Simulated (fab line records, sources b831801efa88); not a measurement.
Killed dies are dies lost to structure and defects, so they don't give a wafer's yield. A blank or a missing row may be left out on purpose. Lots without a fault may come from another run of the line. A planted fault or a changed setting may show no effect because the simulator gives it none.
Chamber matching | flow gf180mcu | GF_V3_ETCH_16 on rie_diel-03: 4 sister chambers
The step etches BARC in N2/H2. 8 wafers are shown with their chamber, then 7 later ones without.

WAFERS WITH THEIR CHAMBER
wafer  | chamber | bias_w (W) | oes_product_au (a.u.)
L297.5 | 2       | 99.9       | 0.860
L303.1 | 2       | 100.1      | 0.857
L303.2 | 1       | 100.4      | 0.856
L305.1 | 0       | 100.0      | 0.853
L305.5 | 0       | 99.5       | 0.851
L305.6 | 3       | 100.0      | 0.853
L306.2 | 1       | 99.7       | 0.852
L306.4 | 3       | 100.5      | 0.853

WAFERS WITHOUT THEIR CHAMBER
wafer  | bias_w (W) | oes_product_au (a.u.)
L306.6 | 100.5      | 0.854
L307.2 | 100.0      | 0.852
L307.4 | 99.9       | 0.856
L307.6 | 99.7       | 0.848
L318.1 | 99.8       | 0.854
L318.4 | 99.9       | 0.858
L318.5 | 99.9       | 0.855

WHICH CHAMBER EACH WENT THROUGH
wafer  | from the rows above               | in truth
L306.6 | can't be placed: 3 or 1 or 0 or 2 | 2
L307.2 | can't be placed: 0 or 3 or 1      | 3
L307.4 | can't be placed: 1 or 2 or 3 or 0 | 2
L307.6 | can't be placed: 0 or 3 or 1      | 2
L318.1 | can't be placed: 1 or 0 or 3 or 2 | 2
L318.4 | can't be placed: 2 or 1           | 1
L318.5 | can't be placed: 1 or 3 or 0 or 2 | 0
Placed correctly: 0 of 7. Can't be placed from these rows: 7 (the true chamber is among the candidates in 6). Placed wrongly: 0.
How it was worked out, from the rows above alone: a wafer's distance from a chamber is the root of the sum, over the readings, of the square of ((its reading less the chamber's mean) divided by the reading's scatter). The wafer belongs to the nearest chamber; if the next one is less than 2 further off, it can't be placed. A chamber's mean is the mean of its shown wafers. The scatter: the root of (the sum of the squares of (reading less its chamber's mean) over the shown wafers, divided by (wafers less chambers)).
